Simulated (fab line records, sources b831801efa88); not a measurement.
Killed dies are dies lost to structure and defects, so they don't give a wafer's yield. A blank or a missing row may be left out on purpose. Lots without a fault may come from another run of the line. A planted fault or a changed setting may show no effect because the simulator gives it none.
Chamber matching | flow sky130 | SKY_VIA1_ETCH_14 on rie_diel-01: 4 sister chambers
The step etches BARC in N2/H2, stops on SiO2, time 45.9 s, target depth 60 nm. 4 wafers are shown with their chamber, then 7 later ones without.

WAFERS WITH THEIR CHAMBER
wafer  | chamber | drypump_motor_current_A (A)
L080.4 | 0       | 5.2
L086.6 | 2       | 5.4
L089.2 | 3       | 5.7
L089.3 | 1       | 5.0

WAFERS WITHOUT THEIR CHAMBER
wafer  | drypump_motor_current_A (A)
L089.5 | 5.4
L091.1 | 5.2
L091.2 | 5.7
L091.4 | 4.9
L096.1 | 5.4
L096.2 | 5.7
L096.5 | 5.4

WHICH CHAMBER EACH WENT THROUGH
wafer  | from the rows above | in truth
L089.5 | 2                   | 2
L091.1 | 0                   | 0
L091.2 | 3                   | 3
L091.4 | 1                   | 1
L096.1 | 2                   | 2
L096.2 | 3                   | 3
L096.5 | 2                   | 2
Placed correctly: 7 of 7. Can't be placed from these rows: 0. Placed wrongly: 0.
How it was worked out, from the rows above alone: a wafer's distance from a chamber is the root of the sum, over the readings, of the square of ((its reading less the chamber's mean) divided by the reading's scatter). The wafer belongs to the nearest chamber; if the next one is less than 2 further off, it can't be placed. A chamber's mean is the mean of its shown wafers. The scatter: with one shown wafer a chamber, the root of the mean of the squares of how far each hidden wafer lies from its nearest shown one.
